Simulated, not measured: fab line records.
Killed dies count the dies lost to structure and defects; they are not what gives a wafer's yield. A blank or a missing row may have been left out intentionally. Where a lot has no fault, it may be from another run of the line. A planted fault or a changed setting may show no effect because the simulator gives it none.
Which of the tools did it? / flow gf180mcu / 6 lots with 18 wafers sampled at 2 steps, on a route of 602 steps

## WHAT EACH GAUGE READ, for each wafer
GF_V1_OVL_MEAS_15.
lot=L792; measured=day 18 15:53; on=overlay-02; V1_OVL (nm)=-2 -3 -8
lot=L798; measured=day 21 18:35; on=overlay-01; V1_OVL (nm)=2 0 -4
lot=L801; measured=day 22 21:05; on=overlay-01; V1_OVL (nm)=2 -1 -7
lot=L805; measured=day 23 14:32; on=overlay-01; V1_OVL (nm)=-1 3 -3
lot=L806; measured=day 24 01:34; on=overlay-01; V1_OVL (nm)=6 10 6
lot=L810; measured=day 25 10:30; on=overlay-02; V1_OVL (nm)=0 4 7

## TOOL THAT RAN EACH LOT (tool first, then ch and the chambers of the sampled wafers, then the start)
lot=L792; GF_M1_STRIP_17=plasma-asher-03 ch 0,1, day 17 15:06
lot=L798; GF_M1_STRIP_17=plasma-asher-03 ch 0,1, day 20 17:05
lot=L801; GF_M1_STRIP_17=plasma-asher-04 ch 0,1, day 21 21:10
lot=L805; GF_M1_STRIP_17=plasma-asher-03 ch 0,1, day 22 14:12
lot=L806; GF_M1_STRIP_17=plasma-asher-03 ch 0,1, day 23 01:22
lot=L810; GF_M1_STRIP_17=plasma-asher-04 ch 0, day 24 11:25
- GF_M1_STRIP_17: strips in O2/N2.

## THE ANSWER, worked out from the rows above alone
Rule: usual is defined by the lots themselves. The widest of any qualifying gaps counts: lots, ordered by their means at a reading, are off when they make up no more than a third of the lots, leave a main group of 4 or more, and stand apart from it by 3 or more times the standard deviation of that group's means. Not used: any main group whose means are identical at the precision the tables above print for the reading. A lot without any number at a reading at which 4 lots or more have one is off too. Any other lot the step has rows for is counted as sound.
Across all readings shown, no lot is off: no conclusion can be drawn from this.

## WHAT THE SIMULATOR HAD INSERTED
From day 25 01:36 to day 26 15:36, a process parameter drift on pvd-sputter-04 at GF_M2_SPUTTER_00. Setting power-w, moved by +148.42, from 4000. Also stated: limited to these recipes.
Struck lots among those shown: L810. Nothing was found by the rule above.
